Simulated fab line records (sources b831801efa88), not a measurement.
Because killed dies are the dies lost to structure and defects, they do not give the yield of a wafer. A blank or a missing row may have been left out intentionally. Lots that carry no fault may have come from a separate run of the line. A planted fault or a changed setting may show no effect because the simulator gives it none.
fab line records    flow sky130
[record] lots = 6  wafers = 18  lastDay = 50
route steps=708 shown RES_PROTECT@214 POLY_GATE@217 PAD_OPEN@708
lots untouched by any fault: they come from a run of this same line in which no faults occurred
startH: the number of hours between the record's first day and the start of the first shown wafer of the lot    waitH: hours elapsed since this lot's preceding step    " identical to the entry in the row above    L1.1+2: a single row standing in for several wafers    - no value, or no start given    * or withheld: withheld    < > ~ a bound
route shown NAME@n: a module of which the file shows steps, and the number in the route of the first    usual: average and standard deviation across the fault-free wafers    same: alike in all rows    chamber/n: place in a boat    sites: the reading at each site    _std_site: standard deviation of those values    _edge_site: inner sites' mean taken away from outer sites' mean    radiusMm: how far each site lies from the wafer's centre    mask NAME#n: copy n    behind: tool/chamber where the wafer was last shaped    hold: cause of the lot's hold/its duration in hours/its outcome    device: names the non-switching transistor (n, p or np)    end of line: tests run on the same wafers once the route is complete    step lacking rows: just its recipe    killed: the dies lost at the first sort to structure and to defects; this is not the yield of the wafer    map: the dies of a wafer, with x for killed, . for not killed, _ for no die there
set.NAME: the run value of the setting; set.NAME@STEP: its run value at that earlier step    model.NAME: the simulator's own value behind a step, which no gauge read
lots at some steps of the route; a table a step, a row a wafer
services: when a tool's chamber went out of use (startH, in hours from the record's first day, below 0 if earlier), for how many hours, and the reason
[[steps]]
[step SKY_RES_PROTECT_STRIP_07]
[recipe] chemistry = O2/N2  powerW = 1400  pressureMtorr = 1500  platenTempC = withheld  o2FlowSccm = 3000  n2FlowSccm = 300  overashFraction = 0.5
[usual] drypumpMotorCurrentA = 5.8/0.32  oesProductAu = 0.515/0.0045  stripTimeToEndpointS = 23.44/0.042
lot.wafer  tool            chamber  startH  waitH  drypumpMotorCurrentA  oesProductAu  rfHoursCounterH  stripTimeToEndpointS
L599.1     plasmaAsher-03  0        362.82  0.1    5.7                   0.514         52               23.52
L599.2     "               1        "       "      5.4                   0.519         52               23.49
L599.5     "               1        "       "      5.4                   0.510         -                23.48
L603.1     plasmaAsher-04  0        410.40  0.1    5.6                   0.513         72               23.49
L603.3     "               0        "       "      5.6                   0.513         -                23.42
L603.6     "               1        "       "      6.2                   0.513         -                23.48
L618.3     plasmaAsher-04  1        510.70  0.1    6.2                   0.519         -                23.46
L618.4     "               0        "       "      5.6                   0.513         -                23.45
L618.5     "               1        "       "      6.2                   0.515         -                23.46
L619.1     plasmaAsher-03  1        515.50  0.1    5.4                   0.511         68               23.47
L619.2     "               0        "       "      5.6                   0.520         68               23.46
L619.3     "               1        "       "      5.4                   0.511         -                23.50
L620.2     plasmaAsher-01  0        526.20  0.1    6.0                   0.526         39               23.43
L620.3     "               1        "       "      6.3                   0.523         -                23.44
L620.5     "               1        "       "      6.3                   0.511         -                23.42
L621.2     plasmaAsher-03  1        532.52  0.1    5.4                   0.513         69               23.50
L621.4     "               0        "       "      5.7                   0.519         -                23.45
L621.5     "               1        "       "      5.4                   0.521         -                23.44
[step SKY_RES_PROTECT_TW_MEAS_08]
[usual] POLY_GATE_TW = 4061/36
lot.wafer  tool          chamber  startH  waitH  POLY_GATE_TW
L599.1     filmMetro-02  -        362.92  0.1    4004
L599.2     "             -        "       "      4035
L599.5     "             -        "       "      4028
L603.1     filmMetro-03  -        410.50  0.1    4088
L603.3     "             -        "       "      4104
L603.6     "             -        "       "      4098
L618.3     filmMetro-01  -        510.79  0.1    4073
L618.4     "             -        "       "      4067
L618.5     "             -        "       "      4076
L619.1     filmMetro-03  -        515.60  0.1    4134
L619.2     "             -        "       "      4109
L619.3     "             -        "       "      4108
L620.2     filmMetro-03  -        526.31  0.1    4092
L620.3     "             -        "       "      4091
L620.5     "             -        "       "      4095
L621.2     filmMetro-02  -        532.63  0.1    4042
L621.4     "             -        "       "      4011
L621.5     "             -        "       "      4037
[step SKY_RES_PROTECT_CLEAN_09]
[recipe] chemistry = SC1/SC2  mix = 1:4:20  tempC = 70  timeS = 150  dry = n2Spin
[step SKY_POLY_GATE_CVD_03]
[recipe] material = Si3N4  precursor = DCS/NH3  targetThkNm = 75  tempC = 770  timeS = 1290  pressureMtorr = 250
[step SKY_POLY_GATE_THK_MEAS_04]
[recipe] reads = Si3N4_of_POLY_GATE_CVD_03
[usual] POLY_GATE_CVD_03_THK = 75.3/0.62
lot.wafer  tool          chamber  startH  waitH  POLY_GATE_CVD_03_THK[nm]
L599.1     filmMetro-02  -        364.62  0.0    75.6
L599.2     "             -        "       "      75.4
L599.5     "             -        "       "      75.5
L603.1     filmMetro-03  -        417.17  0.0    76.1
L603.3     "             -        "       "      76.1
L603.6     "             -        "       "      75.8
L618.3     filmMetro-02  -        512.26  0.0    76.6
L618.4     "             -        "       "      76.2
L618.5     "             -        "       "      75.6
L619.1     filmMetro-02  -        517.58  0.0    75.0
L619.2     "             -        "       "      75.0
L619.3     "             -        "       "      74.8
L620.2     filmMetro-02  -        527.83  0.0    74.7
L620.3     "             -        "       "      74.6
L620.5     "             -        "       "      75.3
L621.2     filmMetro-02  -        536.39  0.0    76.1
L621.4     "             -        "       "      75.9
L621.5     "             -        "       "      75.6
[step SKY_POLY_GATE_DEHYDRATE_05]
[recipe] tempC = 200  timeS = 60
[step SKY_POLY_GATE_HMDS_06]
[recipe] primeTimeS = 60  primeTempC = 120
[step SKY_POLY_GATE_COAT_07]
[recipe] resist = BARC  tempC = withheld  timeS = withheld  spinRpm = 3000  resistThkNm = 110
[step SKY_POLY_GATE_COAT_08]
[recipe] resist = KrF-thick  spinRpm = 3000  resistThkNm = 450
[step SKY_POLY_GATE_SOFTBAKE_09]
[recipe] tempC = 100  timeS = 90  resist = KrF-thick
[step SKY_POLY_GATE_EXPOSE_10]
[recipe] maskId = P1M  na = 0.68  sourceShape = conventional  sigmaOuter = 0.6  targetCdNm = 150  doseMj = 28
[step SKY_POLY_GATE_PEB_11]
[recipe] pebTempC = withheld  pebTimeS = withheld  resist = KrF-thick
[step SKY_POLY_GATE_DEVELOP_12]
[recipe] developTimeS = 60  resist = KrF-thick  devTempC = 21
[usual] developerTempC = 21.03/0.099  exhaustPa = 44.9/0.99
lot.wafer  tool           chamber  startH  waitH  developerTempC  exhaustPa
L599.1     lithoTrack-02  0        392     -      21.03           45.4
L599.2     "              0        "       "      21.09           44.3
L599.5     "              0        "       "      21.16           44.5
L603.1     lithoTrack-01  0        445     -      21.12           45.1
L603.3     "              0        "       "      21.16           45.1
L603.6     "              0        "       "      21.07           43.9
L618.3     lithoTrack-02  0        543     -      21.56           43.7
L618.4     "              0        "       "      21.78           45.1
L618.5     "              0        "       "      21.79           44.2
L619.1     lithoTrack-02  0        547     -      21.62           45.1
L619.2     "              0        "       "      21.53           44.6
L619.3     "              0        "       "      21.69           46.7
L620.2     lithoTrack-01  0        558     -      21.18           46.1
L620.3     "              0        "       "      21.11           44.9
L620.5     "              0        "       "      21.05           45.7
L621.2     lithoTrack-01  0        565     -      20.90           45.1
L621.4     "              0        "       "      21.04           45.5
L621.5     "              0        "       "      21.02           45.1
[step SKY_POLY_GATE_CD_MEAS_13]
[recipe] targetCdNm = 150
[usual] cdNm = 150.0/1.5
lot.wafer  tool      chamber  startH  waitH  cdNm
L599.1     cdSem-01  -        392.91  -      147.8
L599.2     "         -        "       "      149.3
L599.5     "         -        "       "      149.3
L603.1     cdSem-02  -        445.67  -      152.2
L603.3     "         -        "       "      151.3
L603.6     "         -        "       "      152.0
L618.3     cdSem-02  -        543.45  -      147.7
L618.4     "         -        "       "      147.7
L618.5     "         -        "       "      148.3
L619.1     cdSem-01  -        547.26  -      151.4
L619.2     "         -        "       "      151.0
L619.3     "         -        "       "      151.1
L620.2     cdSem-02  -        558.34  -      149.3
L620.3     "         -        "       "      149.9
L620.5     "         -        "       "      150.0
L621.2     cdSem-02  -        565.84  -      148.4
L621.4     "         -        "       "      148.2
L621.5     "         -        "       "      149.7
[step SKY_PAD_OPEN_PROBE_99]
[usual] killed_at_M0_to_M3 = 43/7.5  killed_at_M4_up = 3.0/1.6  killedAtContacts = 23/5.8  killedAtFrontEnd = 14/4.8  killedAtOther = 0.3/0.52  killedDies = 84/9.1  killedOpen = 47/7.2  killedShort = 37/5.8
[same] grossDies = 492  killedAtBackSide = 0
lot.wafer  tool       chamber  startH   waitH  killed_at_M0_to_M3  killed_at_M4_up  killedAtContacts  killedAtFrontEnd  killedAtOther  killedDies  killedOpen  killedShort
L599.1     prober-02  -        1095.55  0.1    37                  2                29                11                0              79          43          36
L599.2     prober-02  -        1095.60  0.1    38                  7                26                16                0              87          48          39
L599.5     prober-02  -        1095.75  0.2    45                  6                16                10                1              78          38          40
L618.3     prober-01  -        1184.08  0.2    64                  2                15                11                0              92          51          41
L619.1     prober-02  -        1185.48  0.1    29                  5                27                14                0              75          37          38
L619.2     prober-02  -        1185.53  0.1    44                  7                17                25                0              93          41          52
L619.3     prober-02  -        1185.58  0.2    38                  1                19                19                0              77          38          39
L620.2     prober-01  -        1194.56  0.1    44                  6                13                19                0              82          46          36
L620.3     prober-01  -        1194.61  0.2    38                  4                19                18                0              79          49          30
L620.5     prober-01  -        1194.71  0.2    38                  0                34                16                0              88          54          34
L621.2     prober-02  -        1198.18  0.1    44                  2                28                14                0              88          44          44
L621.4     prober-02  -        1198.28  0.2    32                  3                24                16                0              75          45          30
L621.5     prober-02  -        1198.33  0.2    42                  2                10                9                 1              64          32          32
// killed by level:class
L599.1 CONTACT:geometricParticle:open=12 VIA1:geometricParticle:open=8 LI_CONTACT:geometricParticle:open=7 METAL1:geometricParticle:short=7 LI_CONTACT:geometricParticle:short=5 CONTACT:geometricParticle:short=5 VIA1:geometricParticle:short=5 VIA2:geometricParticle:open=5
L599.2 VIA1:geometricParticle:open=11 CONTACT:geometricParticle:open=9 CONTACT:geometricParticle:short=9 POLY_GATE:geometricParticle:open=6 METAL2:geometricParticle:short=6 VIA2:geometricParticle:open=6 METAL4:geometricParticle:short=5 VIA1:geometricParticle:short=4
L599.5 VIA1:geometricParticle:open=11 METAL2:geometricParticle:short=8 CONTACT:geometricParticle:open=7 METAL1:geometricParticle:short=6 VIA3:geometricParticle:open=6 LOCAL_INTERCONNECT:geometricParticle:short=4 VIA1:geometricParticle:short=4 METAL4:geometricParticle:short=4
L618.3 VIA1:geometricParticle:open=12 VIA2:geometricParticle:open=11 METAL1:geometricParticle:short=10 LI_CONTACT:geometricParticle:open=7 METAL2:geometricParticle:short=7 CONTACT:geometricParticle:open=6 VIA1:geometricParticle:short=6 VIA2:geometricParticle:short=6
L619.1 CONTACT:geometricParticle:open=9 LOCAL_INTERCONNECT:geometricParticle:short=8 VIA1:geometricParticle:open=6 POLY_GATE:geometricParticle:open=5 VIA3:geometricParticle:open=5 LI_CONTACT:geometricParticle:open=4 CONTACT:geometricParticle:short=4 METAL1:geometricParticle:short=4
L619.2 VIA1:geometricParticle:open=12 VIA1:geometricParticle:short=8 FIELD_ISO:geometricParticle:short=7 CONTACT:geometricParticle:short=7 METAL2:geometricParticle:short=7 POLY_GATE:geometricParticle:short=6 POLY_GATE:geometricParticle:open=5 CONTACT:geometricParticle:open=5
L619.3 POLY_GATE:geometricParticle:open=6 VIA1:geometricParticle:open=6 VIA3:geometricParticle:open=6 LI_CONTACT:geometricParticle:open=5 LOCAL_INTERCONNECT:geometricParticle:short=5 METAL2:geometricParticle:short=5 METAL1:geometricParticle:short=5 METAL3:geometricParticle:short=5
L620.2 VIA3:geometricParticle:open=8 CONTACT:geometricParticle:open=8 VIA2:geometricParticle:open=8 POLY_GATE:geometricParticle:short=7 VIA1:geometricParticle:open=6 FIELD_ISO:geometricParticle:short=5 VIA1:geometricParticle:short=4 VIA2:geometricParticle:short=4
L620.3 VIA1:geometricParticle:open=11 VIA2:geometricParticle:open=7 FIELD_ISO:geometricParticle:open=6 VIA1:geometricParticle:short=6 CONTACT:geometricParticle:open=6 VIA3:geometricParticle:open=6 POLY_GATE:geometricParticle:short=5 METAL2:geometricParticle:open=5
L620.5 CONTACT:geometricParticle:open=14 LI_CONTACT:geometricParticle:open=11 VIA3:geometricParticle:open=8 FIELD_ISO:geometricParticle:short=6 VIA1:geometricParticle:open=6 METAL2:geometricParticle:short=6 VIA2:geometricParticle:open=6 SPACER:geometricParticle:short=4
L621.2 VIA1:geometricParticle:open=9 VIA3:geometricParticle:open=9 CONTACT:geometricParticle:short=8 VIA1:geometricParticle:short=8 LI_CONTACT:geometricParticle:open=7 CONTACT:geometricParticle:open=6 FIELD_ISO:geometricParticle:open=5 VIA2:geometricParticle:open=5
L621.4 CONTACT:geometricParticle:open=8 VIA1:geometricParticle:open=8 LI_CONTACT:geometricParticle:open=7 VIA2:geometricParticle:open=6 METAL3:geometricParticle:short=5 FIELD_ISO:geometricParticle:open=4 POLY_GATE:geometricParticle:open=4 FIELD_ISO:geometricParticle:short=3
L621.5 VIA1:geometricParticle:open=7 VIA3:geometricParticle:open=7 METAL2:geometricParticle:short=6 CONTACT:geometricParticle:short=4 METAL1:geometricParticle:short=4 VIA2:geometricParticle:open=4 METAL3:geometricParticle:short=4 POLY_GATE:geometricParticle:open=3
[[services]]
tool            chamber  startH  hours  kind
plasmaAsher-01  -        360.87  1.6    repair
plasmaAsher-04  -        384.05  2.2    repair
plasmaAsher-04  -        401.92  2.2    repair
plasmaAsher-04  -        421.25  9.0    pm
plasmaAsher-04  0        421.25  9.0    ventCycle
plasmaAsher-04  1        421.25  9.0    ventCycle
plasmaAsher-04  0        430.25  -      clean
plasmaAsher-04  1        430.25  -      clean
plasmaAsher-01  -        480.93  4.5    repair
plasmaAsher-01  -        488.27  3.8    repair
plasmaAsher-03  -        490.70  1.2    repair
plasmaAsher-01  -        509.06  10.3   pm
plasmaAsher-01  -        531.64  4.3    pm
plasmaAsher-03  -        551.24  1.0    repair
[[key]]
[firstSign] step = SKY_POLY_GATE_DEVELOP_12  reading = developerTempC  direction = up  sigmas = 6.4  usual = *  struck = *
effect none on later readings
metAt SKY_POLY_GATE_DEVELOP_12
struckWafers L618.3,L618.4,L618.5,L619.1,L619.2,L619.3
testerLeftOut L618,L619
onsetBetween 392 543
[fault] kind = processParameterDrift  tool = lithoTrack-02  chamber = -  onsetH = 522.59  steps = SKY_POLY_GATE_DEVELOP_12  channel = devTempC  offset = *  shape = step  endH = 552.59  actsIn = *  stated = *
// testerLeftOut: of these lots the tester's yield and bins aren't shown, on N5 and GAA mostly nor the transistor test; their killed dies are dies lost to structure and defects alone, not to doping, threshold or leakage, so they don't give the yield
